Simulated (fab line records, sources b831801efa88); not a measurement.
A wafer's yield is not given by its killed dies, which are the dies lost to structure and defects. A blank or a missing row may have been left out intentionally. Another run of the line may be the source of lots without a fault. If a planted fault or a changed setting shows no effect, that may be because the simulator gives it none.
Matching of chambers | flow sky130 | cmp-01 running SKY_VIA4_CMP_02: 4 sister chambers
The step polishes SiO2. 8 wafers are shown with their chamber, then 7 later ones without.

WAFERS PAIRED WITH THEIR CHAMBERS
wafer  | chamber | motor current A (A) | platen rpm (rpm)
L925.4 | 0       | 13.7                | 60.00
L925.5 | 1       | 14.8                | 60.00
L928.5 | 2       | 12.7                | 60.05
L930.1 | 3       | 11.3                | 60.05
L930.2 | 2       | 12.5                | 59.96
L930.4 | 1       | 14.9                | 60.02
L940.1 | 3       | 10.9                | 59.94
L940.2 | 0       | 12.5                | 59.97

WAFERS MISSING THEIR CHAMBER
wafer  | motor current A (A) | platen rpm (rpm)
L940.3 | 12.2                | 59.97
L948.1 | 14.2                | 60.05
L948.2 | 12.9                | 60.02
L948.6 | 13.6                | 60.02
L946.2 | 13.0                | 60.01
L946.3 | 10.7                | 59.96
L946.4 | 14.2                | 60.10

WHICH CHAMBER EACH WENT THROUGH
wafer  | from the rows above          | in truth
L940.3 | can't be placed: 2 or 0 or 3 | 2
L948.1 | can't be placed: 1 or 0      | 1
L948.2 | can't be placed: 2 or 0      | 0
L948.6 | can't be placed: 0 or 2 or 1 | 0
L946.2 | can't be placed: 0 or 2      | 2
L946.3 | 3                            | 3
L946.4 | can't be placed: 1 or 0 or 2 | 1
Correct placement for 1 of the 7. Can't be placed from these rows: 6 (the true chamber is among the candidates in 6). Wrongly placed: 0.
How it was worked out, from the rows above alone: a wafer's distance from a chamber is the root of the sum, over the readings, of the square of ((its reading less the chamber's mean) divided by the reading's scatter). If the next closest chamber is less than 2 further off than the closest, the wafer can't be placed; otherwise it belongs to the closest. A chamber's mean is the mean of its shown wafers. How the scatter is found: for the shown wafers, subtract from each reading the mean of its chamber, square and add these, divide the total by (wafers less chambers), then take the root.
